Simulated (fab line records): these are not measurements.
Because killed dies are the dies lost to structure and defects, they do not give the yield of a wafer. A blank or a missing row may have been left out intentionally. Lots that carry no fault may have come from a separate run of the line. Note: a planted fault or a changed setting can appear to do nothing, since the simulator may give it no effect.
What tool caused it? || flow gf180mcu || 72 wafers from 24 lots sampled at 6 of the route's 602 steps

## WHAT EACH GAUGE READ, for each wafer
GF_M3_RS_MEAS_05: measurement is done with a four-point probe. Usual: M3_ALCU_RS gives 0.0695 ohm/sq (standard deviation 0.00072).
{"lot": "L074", "measured": "day 22 10:04", "on": "filmMetro-01", "M3_ALCU_RS (ohm/sq)": "0.0701 0.0699 0.0696", "flag": ""}
{"lot": "L075", "measured": "day 22 23:59", "on": "filmMetro-03", "M3_ALCU_RS (ohm/sq)": "0.0696 0.0697 0.0690", "flag": ""}
{"lot": "L076", "measured": "day 23 07:03", "on": "filmMetro-01", "M3_ALCU_RS (ohm/sq)": "0.0693 0.0697 0.0698", "flag": ""}
{"lot": "L077", "measured": "day 23 15:55", "on": "filmMetro-01", "M3_ALCU_RS (ohm/sq)": "0.0689 0.0695 0.0682", "flag": ""}
{"lot": "L078", "measured": "day 23 19:33", "on": "filmMetro-04", "M3_ALCU_RS (ohm/sq)": "0.0698 0.0697 0.0693", "flag": ""}
{"lot": "L079", "measured": "day 24 08:00", "on": "filmMetro-01", "M3_ALCU_RS (ohm/sq)": "0.0692 0.0695 0.0689", "flag": ""}
{"lot": "L080", "measured": "day 24 13:01", "on": "filmMetro-03", "M3_ALCU_RS (ohm/sq)": "0.0707 0.0698 0.0704", "flag": ""}
{"lot": "L081", "measured": "day 24 19:16", "on": "filmMetro-04", "M3_ALCU_RS (ohm/sq)": "0.0684 0.0697 0.0689", "flag": ""}
{"lot": "L082", "measured": "day 25 10:16", "on": "filmMetro-03", "M3_ALCU_RS (ohm/sq)": "0.0684 0.0677 0.0682", "flag": ""}
{"lot": "L083", "measured": "day 25 15:03", "on": "filmMetro-04", "M3_ALCU_RS (ohm/sq)": "0.0697 0.0698 0.0692", "flag": ""}
{"lot": "L084", "measured": "day 26 00:40", "on": "filmMetro-04", "M3_ALCU_RS (ohm/sq)": "0.0690 0.0694 0.0702", "flag": ""}
{"lot": "L085", "measured": "day 26 07:01", "on": "filmMetro-01", "M3_ALCU_RS (ohm/sq)": "0.0693 0.0684 0.0695", "flag": ""}
{"lot": "L086", "measured": "day 26 11:54", "on": "filmMetro-01", "M3_ALCU_RS (ohm/sq)": "0.0685 0.0691 0.0681", "flag": ""}
{"lot": "L087", "measured": "day 26 18:13", "on": "filmMetro-01", "M3_ALCU_RS (ohm/sq)": "0.0689 0.0689 0.0679", "flag": ""}
{"lot": "L088", "measured": "day 27 04:20", "on": "filmMetro-01", "M3_ALCU_RS (ohm/sq)": "0.0689 0.0701 0.0698", "flag": ""}
{"lot": "L089", "measured": "day 27 10:20", "on": "filmMetro-03", "M3_ALCU_RS (ohm/sq)": "0.0693 0.0701 0.0709", "flag": ""}
{"lot": "L090", "measured": "day 27 15:28", "on": "filmMetro-04", "M3_ALCU_RS (ohm/sq)": "0.0693 0.0713 0.0692", "flag": ""}
{"lot": "L091", "measured": "day 28 02:14", "on": "filmMetro-01", "M3_ALCU_RS (ohm/sq)": "0.0697 0.0690 0.0692", "flag": ""}
{"lot": "L092", "measured": "day 28 04:54", "on": "filmMetro-01", "M3_ALCU_RS (ohm/sq)": "0.0704 0.0694 0.0703", "flag": ""}
{"lot": "L093", "measured": "day 28 10:15", "on": "filmMetro-01", "M3_ALCU_RS (ohm/sq)": "0.0696 0.0696 0.0685", "flag": ""}
{"lot": "L094", "measured": "day 28 15:05", "on": "filmMetro-04", "M3_ALCU_RS (ohm/sq)": "0.0705 0.0694 0.0705", "flag": ""}
{"lot": "L095", "measured": "day 29 00:11", "on": "filmMetro-04", "M3_ALCU_RS (ohm/sq)": "0.0710 0.0699 0.0697", "flag": ""}
{"lot": "L096", "measured": "day 29 08:17", "on": "filmMetro-04", "M3_ALCU_RS (ohm/sq)": "0.0701 0.0699 0.0710", "flag": ""}
{"lot": "L097", "measured": "day 29 13:13", "on": "filmMetro-03", "M3_ALCU_RS (ohm/sq)": "0.0692 0.0707 0.0698", "flag": ""}

GF_V3_RS_MEAS_24: measurement is done with a four-point probe. Usual: V3_W_RS gives 0.329 ohm/sq (standard deviation 0.0044).
{"lot": "L074", "measured": "day 24 13:45", "on": "filmMetro-01", "V3_W_RS (ohm/sq)": "0.332 0.332 0.327", "flag": ""}
{"lot": "L075", "measured": "day 25 01:52", "on": "filmMetro-02", "V3_W_RS (ohm/sq)": "0.326 0.331 0.330", "flag": ""}
{"lot": "L076", "measured": "day 25 07:41", "on": "filmMetro-03", "V3_W_RS (ohm/sq)": "0.331 0.325 0.329", "flag": ""}
{"lot": "L077", "measured": "day 25 16:29", "on": "filmMetro-03", "V3_W_RS (ohm/sq)": "0.330 0.333 0.337", "flag": ""}
{"lot": "L078", "measured": "day 25 20:22", "on": "filmMetro-01", "V3_W_RS (ohm/sq)": "0.322 0.320 0.327", "flag": ""}
{"lot": "L079", "measured": "day 26 08:04", "on": "filmMetro-01", "V3_W_RS (ohm/sq)": "0.338 0.329 0.331", "flag": ""}
{"lot": "L080", "measured": "day 26 12:35", "on": "filmMetro-03", "V3_W_RS (ohm/sq)": "0.328 0.324 0.333", "flag": ""}
{"lot": "L081", "measured": "day 26 18:37", "on": "filmMetro-03", "V3_W_RS (ohm/sq)": "0.330 0.325 0.325", "flag": ""}
{"lot": "L082", "measured": "day 27 10:08", "on": "filmMetro-01", "V3_W_RS (ohm/sq)": "0.332 0.321 0.327", "flag": ""}
{"lot": "L083", "measured": "day 27 13:45", "on": "filmMetro-01", "V3_W_RS (ohm/sq)": "0.329 0.328 0.322", "flag": ""}
{"lot": "L084", "measured": "day 27 22:20", "on": "filmMetro-01", "V3_W_RS (ohm/sq)": "0.323 0.321 0.323", "flag": ""}
{"lot": "L085", "measured": "day 28 05:16", "on": "filmMetro-02", "V3_W_RS (ohm/sq)": "0.326 0.325 0.328", "flag": ""}
{"lot": "L086", "measured": "day 28 08:52", "on": "filmMetro-01", "V3_W_RS (ohm/sq)": "0.323 0.324 0.326", "flag": ""}
{"lot": "L087", "measured": "day 28 15:31", "on": "filmMetro-01", "V3_W_RS (ohm/sq)": "0.332 0.329 0.324", "flag": ""}
{"lot": "L088", "measured": "day 29 01:38", "on": "filmMetro-01", "V3_W_RS (ohm/sq)": "0.332 0.328 0.332", "flag": ""}
{"lot": "L089", "measured": "day 29 05:36", "on": "filmMetro-02", "V3_W_RS (ohm/sq)": "0.327 0.329 0.332", "flag": ""}
{"lot": "L090", "measured": "day 29 11:19", "on": "filmMetro-02", "V3_W_RS (ohm/sq)": "0.337 0.336 0.327", "flag": ""}
{"lot": "L091", "measured": "day 29 21:20", "on": "filmMetro-03", "V3_W_RS (ohm/sq)": "0.333 0.326 0.331", "flag": ""}
{"lot": "L092", "measured": "day 30 00:39", "on": "filmMetro-01", "V3_W_RS (ohm/sq)": "0.327 0.337 0.328", "flag": ""}
{"lot": "L093", "measured": "day 30 06:46", "on": "filmMetro-01", "V3_W_RS (ohm/sq)": "0.329 0.327 0.334", "flag": ""}
{"lot": "L094", "measured": "day 30 10:31", "on": "filmMetro-02", "V3_W_RS (ohm/sq)": "0.331 0.336 0.330", "flag": ""}
{"lot": "L095", "measured": "day 30 19:10", "on": "filmMetro-01", "V3_W_RS (ohm/sq)": "0.336 0.330 0.339", "flag": ""}
{"lot": "L096", "measured": "day 31 03:31", "on": "filmMetro-02", "V3_W_RS (ohm/sq)": "0.323 0.322 0.331", "flag": ""}
{"lot": "L097", "measured": "day 31 06:52", "on": "filmMetro-01", "V3_W_RS (ohm/sq)": "0.329 0.335 0.334", "flag": ""}

GF_V4_THK_MEAS_03. Usual: V4_CVD_02_THK gives 851 nm (standard deviation 10).
{"lot": "L074", "measured": "day 25 14:06", "on": "filmMetro-04", "V4_CVD_02_THK (nm)": "837 845 862", "flag": ""}
{"lot": "L075", "measured": "day 26 01:33", "on": "filmMetro-04", "V4_CVD_02_THK (nm)": "842 859 873", "flag": ""}
{"lot": "L076", "measured": "day 26 07:49", "on": "filmMetro-02", "V4_CVD_02_THK (nm)": "832 844 846", "flag": ""}
{"lot": "L077", "measured": "day 26 16:10", "on": "filmMetro-02", "V4_CVD_02_THK (nm)": "825 841 843", "flag": ""}
{"lot": "L078", "measured": "day 26 20:56", "on": "filmMetro-03", "V4_CVD_02_THK (nm)": "850 865 858", "flag": ""}
{"lot": "L079", "measured": "day 27 07:59", "on": "filmMetro-03", "V4_CVD_02_THK (nm)": "851 844 848", "flag": ""}
{"lot": "L080", "measured": "day 27 12:04", "on": "filmMetro-04", "V4_CVD_02_THK (nm)": "851 848 854", "flag": ""}
{"lot": "L081", "measured": "day 27 19:01", "on": "filmMetro-03", "V4_CVD_02_THK (nm)": "835 858 864", "flag": ""}
{"lot": "L082", "measured": "day 28 08:31", "on": "filmMetro-04", "V4_CVD_02_THK (nm)": "847 861 865", "flag": ""}
{"lot": "L083", "measured": "day 28 12:20", "on": "filmMetro-04", "V4_CVD_02_THK (nm)": "833 838 848", "flag": ""}
{"lot": "L084", "measured": "day 28 20:40", "on": "filmMetro-03", "V4_CVD_02_THK (nm)": "833 859 860", "flag": ""}
{"lot": "L085", "measured": "day 29 04:11", "on": "filmMetro-02", "V4_CVD_02_THK (nm)": "848 856 854", "flag": ""}
{"lot": "L086", "measured": "day 29 07:17", "on": "filmMetro-02", "V4_CVD_02_THK (nm)": "849 868 860", "flag": ""}
{"lot": "L087", "measured": "day 29 14:11", "on": "filmMetro-03", "V4_CVD_02_THK (nm)": "846 840 850", "flag": ""}
{"lot": "L088", "measured": "day 30 00:11", "on": "filmMetro-03", "V4_CVD_02_THK (nm)": "838 840 849", "flag": ""}
{"lot": "L089", "measured": "day 30 03:12", "on": "filmMetro-04", "V4_CVD_02_THK (nm)": "845 858 870", "flag": ""}
{"lot": "L090", "measured": "day 30 09:23", "on": "filmMetro-02", "V4_CVD_02_THK (nm)": "847 863 857", "flag": ""}
{"lot": "L091", "measured": "day 30 18:53", "on": "filmMetro-04", "V4_CVD_02_THK (nm)": "840 855 859", "flag": ""}
{"lot": "L092", "measured": "day 30 21:36", "on": "filmMetro-03", "V4_CVD_02_THK (nm)": "854 855 865", "flag": ""}
{"lot": "L093", "measured": "day 31 04:15", "on": "filmMetro-04", "V4_CVD_02_THK (nm)": "841 852 856", "flag": ""}
{"lot": "L094", "measured": "day 31 07:51", "on": "filmMetro-04", "V4_CVD_02_THK (nm)": "832 856 846", "flag": ""}
{"lot": "L095", "measured": "day 31 15:49", "on": "filmMetro-03", "V4_CVD_02_THK (nm)": "839 848 852", "flag": ""}
{"lot": "L096", "measured": "day 32 00:04", "on": "filmMetro-03", "V4_CVD_02_THK (nm)": "845 844 859", "flag": ""}
{"lot": "L097", "measured": "day 32 03:28", "on": "filmMetro-04", "V4_CVD_02_THK (nm)": "840 854 862", "flag": ""}

GF_TOP_METAL_OVL_MEAS_15. Usual: TOP_METAL_OVL gives -0.6 nm (standard deviation 1.5).
{"lot": "L074", "measured": "day 30 06:08", "on": "overlay-02", "TOP_METAL_OVL (nm)": "0.3 0.9 -0.3", "flag": ""}
{"lot": "L075", "measured": "day 30 17:56", "on": "overlay-02", "TOP_METAL_OVL (nm)": "-0.1 1.1 -1.4", "flag": ""}
{"lot": "L076", "measured": "day 30 21:56", "on": "overlay-01", "TOP_METAL_OVL (nm)": "-2.1 -2.2 -2.5", "flag": ""}
{"lot": "L077", "measured": "day 31 06:14", "on": "overlay-02", "TOP_METAL_OVL (nm)": "0.0 1.3 0.2", "flag": ""}
{"lot": "L078", "measured": "day 31 09:11", "on": "overlay-02", "TOP_METAL_OVL (nm)": "1.2 -1.1 0.0", "flag": ""}
{"lot": "L079", "measured": "day 31 19:08", "on": "overlay-02", "TOP_METAL_OVL (nm)": "-3.0 -2.6 -2.4", "flag": ""}
{"lot": "L080", "measured": "day 31 23:20", "on": "overlay-02", "TOP_METAL_OVL (nm)": "-3.0 -0.5 -1.4", "flag": ""}
{"lot": "L081", "measured": "day 32 06:02", "on": "overlay-02", "TOP_METAL_OVL (nm)": "-1.7 -0.6 -1.0", "flag": ""}
{"lot": "L082", "measured": "day 32 16:02", "on": "overlay-02", "TOP_METAL_OVL (nm)": "-1.1 -1.0 -0.8", "flag": ""}
{"lot": "L083", "measured": "day 32 20:38", "on": "overlay-01", "TOP_METAL_OVL (nm)": "-0.9 2.7 0.4", "flag": ""}
{"lot": "L084", "measured": "day 33 03:17", "on": "overlay-02", "TOP_METAL_OVL (nm)": "-0.9 1.7 1.6", "flag": ""}
{"lot": "L085", "measured": "day 33 09:53", "on": "overlay-02", "TOP_METAL_OVL (nm)": "-2.2 -2.7 -4.6", "flag": ""}
{"lot": "L086", "measured": "day 33 11:44", "on": "overlay-02", "TOP_METAL_OVL (nm)": "-1.4 -1.8 -0.8", "flag": ""}
{"lot": "L087", "measured": "day 33 18:14", "on": "overlay-01", "TOP_METAL_OVL (nm)": "-1.4 -2.0 -1.7", "flag": ""}
{"lot": "L088", "measured": "day 34 02:47", "on": "overlay-02", "TOP_METAL_OVL (nm)": "-0.5 -2.2 -2.4", "flag": ""}
{"lot": "L089", "measured": "day 34 06:05", "on": "overlay-01", "TOP_METAL_OVL (nm)": "-2.0 0.0 0.8", "flag": ""}
{"lot": "L090", "measured": "day 34 10:17", "on": "overlay-02", "TOP_METAL_OVL (nm)": "-0.1 0.7 0.9", "flag": ""}
{"lot": "L091", "measured": "day 34 17:47", "on": "overlay-01", "TOP_METAL_OVL (nm)": "1.3 -0.5 -0.4", "flag": ""}
{"lot": "L092", "measured": "day 34 19:48", "on": "overlay-01", "TOP_METAL_OVL (nm)": "-1.3 -1.0 -1.1", "flag": ""}
{"lot": "L093", "measured": "day 35 02:41", "on": "overlay-01", "TOP_METAL_OVL (nm)": "-1.2 -0.7 -2.5", "flag": ""}
{"lot": "L094", "measured": "day 35 05:14", "on": "overlay-01", "TOP_METAL_OVL (nm)": "-0.3 1.4 0.7", "flag": ""}
{"lot": "L095", "measured": "day 35 12:02", "on": "overlay-02", "TOP_METAL_OVL (nm)": "1.2 0.5 0.9", "flag": ""}
{"lot": "L096", "measured": "day 35 17:56", "on": "overlay-01", "TOP_METAL_OVL (nm)": "-0.4 -1.8 1.9", "flag": ""}
{"lot": "L097", "measured": "day 35 21:14", "on": "overlay-02", "TOP_METAL_OVL (nm)": "-2.5 -2.0 -1.6", "flag": ""}

## WHICH TOOL RAN EACH LOT (tool, then ch and the chambers of the sampled wafers, then the start)
{"lot": "L074", "GF_M4_METAL_ETCH_16": "rieMetal-02 ch 0,1, day 25 13:10", "GF_V5_CMP_26": "cmp-02 ch 1,2, day 29 09:31"}
{"lot": "L075", "GF_M4_METAL_ETCH_16": "rieMetal-02 ch 0,1, day 26 00:41", "GF_V5_CMP_26": "cmp-01 ch 0,3, day 29 21:08"}
{"lot": "L076", "GF_M4_METAL_ETCH_16": "rieMetal-01 ch 0,1, day 26 06:56", "GF_V5_CMP_26": "cmp-02 ch 0,1,2, day 30 02:15"}
{"lot": "L077", "GF_M4_METAL_ETCH_16": "rieMetal-01 ch 1, day 26 15:17", "GF_V5_CMP_26": "cmp-01 ch 0,2,3, day 30 09:53"}
{"lot": "L078", "GF_M4_METAL_ETCH_16": "rieMetal-03 ch 0,1, day 26 20:04", "GF_V5_CMP_26": "cmp-01 ch 0,1,2, day 30 13:06"}
{"lot": "L079", "GF_M4_METAL_ETCH_16": "rieMetal-01 ch 0,1, day 27 07:07", "GF_V5_CMP_26": "cmp-01 ch 2,3, day 30 23:07"}
{"lot": "L080", "GF_M4_METAL_ETCH_16": "rieMetal-03 ch 0,1, day 27 11:07", "GF_V5_CMP_26": "cmp-02 ch 1,2,3, day 31 03:55"}
{"lot": "L081", "GF_M4_METAL_ETCH_16": "rieMetal-02 ch 1, day 27 17:38", "GF_V5_CMP_26": "cmp-01 ch 1,2, day 31 09:58"}
{"lot": "L082", "GF_M4_METAL_ETCH_16": "rieMetal-02 ch 0,1, day 28 07:38", "GF_V5_CMP_26": "cmp-01 ch 0,2, day 31 21:08"}
{"lot": "L083", "GF_M4_METAL_ETCH_16": "rieMetal-03 ch 0,1, day 28 11:28", "GF_V5_CMP_26": "cmp-02 ch 0,1, day 32 01:27"}
{"lot": "L084", "GF_M4_METAL_ETCH_16": "rieMetal-02 ch 0,1, day 28 19:47", "GF_V5_CMP_26": "cmp-02 ch 1,3, day 32 08:53"}
{"lot": "L085", "GF_M4_METAL_ETCH_16": "rieMetal-01 ch 0, day 29 03:17", "GF_V5_CMP_26": "cmp-02 ch 0,1,2, day 32 15:51"}
{"lot": "L086", "GF_M4_METAL_ETCH_16": "rieMetal-02 ch 0,1, day 29 06:23", "GF_V5_CMP_26": "cmp-01 ch 1,2, day 32 18:07"}
{"lot": "L087", "GF_M4_METAL_ETCH_16": "rieMetal-02 ch 0,1, day 29 13:16", "GF_V5_CMP_26": "cmp-01 ch 0,1,2, day 33 00:32"}
{"lot": "L088", "GF_M4_METAL_ETCH_16": "rieMetal-01 ch 1, day 29 23:19", "GF_V5_CMP_26": "cmp-02 ch 0,3, day 33 09:29"}
{"lot": "L089", "GF_M4_METAL_ETCH_16": "rieMetal-01 ch 0,1, day 30 02:17", "GF_V5_CMP_26": "cmp-01 ch 1,2,3, day 33 12:14"}
{"lot": "L090", "GF_M4_METAL_ETCH_16": "rieMetal-01 ch 0,1, day 30 08:31", "GF_V5_CMP_26": "cmp-01 ch 0,3, day 33 17:24"}
{"lot": "L091", "GF_M4_METAL_ETCH_16": "rieMetal-02 ch 0,1, day 30 18:01", "GF_V5_CMP_26": "cmp-01 ch 0,2,3, day 34 00:57"}
{"lot": "L092", "GF_M4_METAL_ETCH_16": "rieMetal-01 ch 0,1, day 30 20:43", "GF_V5_CMP_26": "cmp-02 ch 0,1,2, day 34 02:26"}
{"lot": "L093", "GF_M4_METAL_ETCH_16": "rieMetal-01 ch 0,1, day 31 03:20", "GF_V5_CMP_26": "cmp-02 ch 2,3, day 34 09:57"}
{"lot": "L094", "GF_M4_METAL_ETCH_16": "rieMetal-02 ch 0,1, day 31 06:55", "GF_V5_CMP_26": "cmp-02 ch 0,1,2, day 34 12:33"}
{"lot": "L095", "GF_M4_METAL_ETCH_16": "rieMetal-02 ch 0,1, day 31 14:55", "GF_V5_CMP_26": "cmp-01 ch 0,1,3, day 34 20:00"}
{"lot": "L096", "GF_M4_METAL_ETCH_16": "rieMetal-03 ch 0,1, day 31 23:10", "GF_V5_CMP_26": "cmp-01 ch 0,1,2, day 35 02:04"}
{"lot": "L097", "GF_M4_METAL_ETCH_16": "rieMetal-02 ch 0,1, day 32 02:37", "GF_V5_CMP_26": "cmp-02 ch 1,2,3, day 35 05:19"}
- GF_M4_METAL_ETCH_16: etches the open film in Cl2/BCl3, stops on SiO2, target depth 750.8 nm, time 125.1 s.
- GF_V5_CMP_26: polishes, stops on SiO2, t overpolish 15 s, target thk 0 nm.

## AS READ BY THE TOOLS THEMSELVES (means over the sampled wafers that have a number; for cases with no such wafer, the mark the record gives instead)
GF_M4_METAL_ETCH_16. Usual: biasW 140.0 W, standard deviation 0.41; drypumpMotorCurrentA 5.6 A, standard deviation 0.4; oesProductAu 0.991 a.u., standard deviation 0.006; throttleValvePct 28.228 %, standard deviation 0.011.
{"lot": "L074", "tool": "rieMetal-02", "biasW (W)": 139.9, "drypumpMotorCurrentA (A)": 5.5, "oesProductAu (a.u.)": 0.998, "throttleValvePct (%)": 28.240, "flag": ""}
{"lot": "L075", "tool": "rieMetal-02", "biasW (W)": 139.9, "drypumpMotorCurrentA (A)": 5.5, "oesProductAu (a.u.)": 0.991, "throttleValvePct (%)": 28.224, "flag": ""}
{"lot": "L076", "tool": "rieMetal-01", "biasW (W)": 140.1, "drypumpMotorCurrentA (A)": 6.1, "oesProductAu (a.u.)": 0.996, "throttleValvePct (%)": 28.225, "flag": ""}
{"lot": "L077", "tool": "rieMetal-01", "biasW (W)": 140.1, "drypumpMotorCurrentA (A)": 6.5, "oesProductAu (a.u.)": 0.994, "throttleValvePct (%)": 28.212, "flag": ""}
{"lot": "L078", "tool": "rieMetal-03", "biasW (W)": 140.1, "drypumpMotorCurrentA (A)": 5.3, "oesProductAu (a.u.)": 0.994, "throttleValvePct (%)": 28.242, "flag": ""}
{"lot": "L079", "tool": "rieMetal-01", "biasW (W)": 139.7, "drypumpMotorCurrentA (A)": 5.8, "oesProductAu (a.u.)": 0.992, "throttleValvePct (%)": 28.220, "flag": ""}
{"lot": "L080", "tool": "rieMetal-03", "biasW (W)": 140.0, "drypumpMotorCurrentA (A)": 5.4, "oesProductAu (a.u.)": 0.987, "throttleValvePct (%)": 28.230, "flag": ""}
{"lot": "L081", "tool": "rieMetal-02", "biasW (W)": 139.7, "drypumpMotorCurrentA (A)": 5.4, "oesProductAu (a.u.)": 0.995, "throttleValvePct (%)": 28.223, "flag": ""}
{"lot": "L082", "tool": "rieMetal-02", "biasW (W)": 139.8, "drypumpMotorCurrentA (A)": 5.5, "oesProductAu (a.u.)": 0.991, "throttleValvePct (%)": 28.223, "flag": ""}
{"lot": "L083", "tool": "rieMetal-03", "biasW (W)": 139.7, "drypumpMotorCurrentA (A)": 5.4, "oesProductAu (a.u.)": 0.992, "throttleValvePct (%)": 28.236, "flag": ""}
{"lot": "L084", "tool": "rieMetal-02", "biasW (W)": 139.7, "drypumpMotorCurrentA (A)": 5.5, "oesProductAu (a.u.)": 0.988, "throttleValvePct (%)": 28.234, "flag": ""}
{"lot": "L085", "tool": "rieMetal-01", "biasW (W)": 140.1, "drypumpMotorCurrentA (A)": 5.5, "oesProductAu (a.u.)": 0.992, "throttleValvePct (%)": 28.239, "flag": ""}
{"lot": "L086", "tool": "rieMetal-02", "biasW (W)": 139.9, "drypumpMotorCurrentA (A)": 5.5, "oesProductAu (a.u.)": 0.992, "throttleValvePct (%)": 28.236, "flag": ""}
{"lot": "L087", "tool": "rieMetal-02", "biasW (W)": 139.9, "drypumpMotorCurrentA (A)": 5.5, "oesProductAu (a.u.)": 0.991, "throttleValvePct (%)": 28.220, "flag": ""}
{"lot": "L088", "tool": "rieMetal-01", "biasW (W)": 139.8, "drypumpMotorCurrentA (A)": 6.4, "oesProductAu (a.u.)": 0.997, "throttleValvePct (%)": 28.218, "flag": ""}
{"lot": "L089", "tool": "rieMetal-01", "biasW (W)": 140.5, "drypumpMotorCurrentA (A)": 6.1, "oesProductAu (a.u.)": 0.993, "throttleValvePct (%)": 28.234, "flag": ""}
{"lot": "L090", "tool": "rieMetal-01", "biasW (W)": 140.1, "drypumpMotorCurrentA (A)": 5.8, "oesProductAu (a.u.)": 0.986, "throttleValvePct (%)": 28.233, "flag": ""}
{"lot": "L091", "tool": "rieMetal-02", "biasW (W)": 139.7, "drypumpMotorCurrentA (A)": 5.5, "oesProductAu (a.u.)": 0.993, "throttleValvePct (%)": 28.227, "flag": ""}
{"lot": "L092", "tool": "rieMetal-01", "biasW (W)": 140.3, "drypumpMotorCurrentA (A)": 5.8, "oesProductAu (a.u.)": 0.982, "throttleValvePct (%)": 28.233, "flag": ""}
{"lot": "L093", "tool": "rieMetal-01", "biasW (W)": 140.3, "drypumpMotorCurrentA (A)": 5.8, "oesProductAu (a.u.)": 0.987, "throttleValvePct (%)": 28.223, "flag": ""}
{"lot": "L094", "tool": "rieMetal-02", "biasW (W)": 140.2, "drypumpMotorCurrentA (A)": 5.4, "oesProductAu (a.u.)": 0.995, "throttleValvePct (%)": 28.229, "flag": ""}
{"lot": "L095", "tool": "rieMetal-02", "biasW (W)": 140.2, "drypumpMotorCurrentA (A)": 5.5, "oesProductAu (a.u.)": 0.992, "throttleValvePct (%)": 28.230, "flag": ""}
{"lot": "L096", "tool": "rieMetal-03", "biasW (W)": 140.5, "drypumpMotorCurrentA (A)": 5.4, "oesProductAu (a.u.)": 0.981, "throttleValvePct (%)": 28.240, "flag": ""}
{"lot": "L097", "tool": "rieMetal-02", "biasW (W)": 140.2, "drypumpMotorCurrentA (A)": 5.5, "oesProductAu (a.u.)": 0.986, "throttleValvePct (%)": 28.239, "flag": ""}

GF_V5_CMP_26. Usual: motorCurrentA 10.7 A, standard deviation 1.2; overpolishRunS 15.000 s, standard deviation 0.0094; timeToEndpointS 85 s, standard deviation 3.9.
{"lot": "L074", "tool": "cmp-02", "motorCurrentA (A)": 11.8, "overpolishRunS (s)": 14.993, "timeToEndpointS (s)": 80, "flag": ""}
{"lot": "L075", "tool": "cmp-01", "motorCurrentA (A)": 9.5, "overpolishRunS (s)": 15.003, "timeToEndpointS (s)": 87, "flag": ""}
{"lot": "L076", "tool": "cmp-02", "motorCurrentA (A)": 12.1, "overpolishRunS (s)": 15.001, "timeToEndpointS (s)": 82, "flag": ""}
{"lot": "L077", "tool": "cmp-01", "motorCurrentA (A)": 10.0, "overpolishRunS (s)": 14.998, "timeToEndpointS (s)": 88, "flag": ""}
{"lot": "L078", "tool": "cmp-01", "motorCurrentA (A)": 10.5, "overpolishRunS (s)": 15.006, "timeToEndpointS (s)": 91, "flag": ""}
{"lot": "L079", "tool": "cmp-01", "motorCurrentA (A)": 9.5, "overpolishRunS (s)": 14.997, "timeToEndpointS (s)": 88, "flag": ""}
{"lot": "L080", "tool": "cmp-02", "motorCurrentA (A)": 11.5, "overpolishRunS (s)": 14.998, "timeToEndpointS (s)": 82, "flag": ""}
{"lot": "L081", "tool": "cmp-01", "motorCurrentA (A)": 10.2, "overpolishRunS (s)": 14.995, "timeToEndpointS (s)": 88, "flag": ""}
{"lot": "L082", "tool": "cmp-01", "motorCurrentA (A)": 10.9, "overpolishRunS (s)": 15.007, "timeToEndpointS (s)": 89, "flag": ""}
{"lot": "L083", "tool": "cmp-02", "motorCurrentA (A)": 11.4, "overpolishRunS (s)": 15.001, "timeToEndpointS (s)": 83, "flag": ""}
{"lot": "L084", "tool": "cmp-02", "motorCurrentA (A)": 11.8, "overpolishRunS (s)": 15.007, "timeToEndpointS (s)": 88, "flag": ""}
{"lot": "L085", "tool": "cmp-02", "motorCurrentA (A)": 12.2, "overpolishRunS (s)": 15.003, "timeToEndpointS (s)": 85, "flag": ""}
{"lot": "L086", "tool": "cmp-01", "motorCurrentA (A)": 10.1, "overpolishRunS (s)": 14.990, "timeToEndpointS (s)": 85, "flag": ""}
{"lot": "L087", "tool": "cmp-01", "motorCurrentA (A)": 10.3, "overpolishRunS (s)": 15.002, "timeToEndpointS (s)": 85, "flag": ""}
{"lot": "L088", "tool": "cmp-02", "motorCurrentA (A)": 10.4, "overpolishRunS (s)": 15.001, "timeToEndpointS (s)": 89, "flag": ""}
{"lot": "L089", "tool": "cmp-01", "motorCurrentA (A)": 9.8, "overpolishRunS (s)": 14.995, "timeToEndpointS (s)": 84, "flag": ""}
{"lot": "L090", "tool": "cmp-01", "motorCurrentA (A)": 9.8, "overpolishRunS (s)": 14.994, "timeToEndpointS (s)": 84, "flag": ""}
{"lot": "L091", "tool": "cmp-01", "motorCurrentA (A)": 10.2, "overpolishRunS (s)": 15.010, "timeToEndpointS (s)": 82, "flag": ""}
{"lot": "L092", "tool": "cmp-02", "motorCurrentA (A)": 11.4, "overpolishRunS (s)": 15.002, "timeToEndpointS (s)": 77, "flag": ""}
{"lot": "L093", "tool": "cmp-02", "motorCurrentA (A)": 10.2, "overpolishRunS (s)": 15.001, "timeToEndpointS (s)": 84, "flag": ""}
{"lot": "L094", "tool": "cmp-02", "motorCurrentA (A)": 11.6, "overpolishRunS (s)": 15.005, "timeToEndpointS (s)": 79, "flag": ""}
{"lot": "L095", "tool": "cmp-01", "motorCurrentA (A)": 10.2, "overpolishRunS (s)": 15.002, "timeToEndpointS (s)": 82, "flag": ""}
{"lot": "L096", "tool": "cmp-01", "motorCurrentA (A)": 10.5, "overpolishRunS (s)": 15.007, "timeToEndpointS (s)": 84, "flag": ""}
{"lot": "L097", "tool": "cmp-02", "motorCurrentA (A)": 11.4, "overpolishRunS (s)": 14.999, "timeToEndpointS (s)": 87, "flag": ""}

## THE ANSWER, worked out from the rows above alone
Rule: lot off if the mean of its wafers having a number is beyond 3 standard deviations from the usual mean. A lot without any number at a reading at which 4 lots or more have one is off too. All remaining lots with rows at the step are treated as sound. Order of review: gauges by route order, followed by the tools' own readings, for which a lot's mean as printed above is used. The first step at which some lot is off is used, and at that step the reading that is off furthest; a lot without a number counts as furthest.
No lot is off on any of the readings shown, so nothing can be concluded from this.

## WHAT THE SIMULATOR HAD PUT IN
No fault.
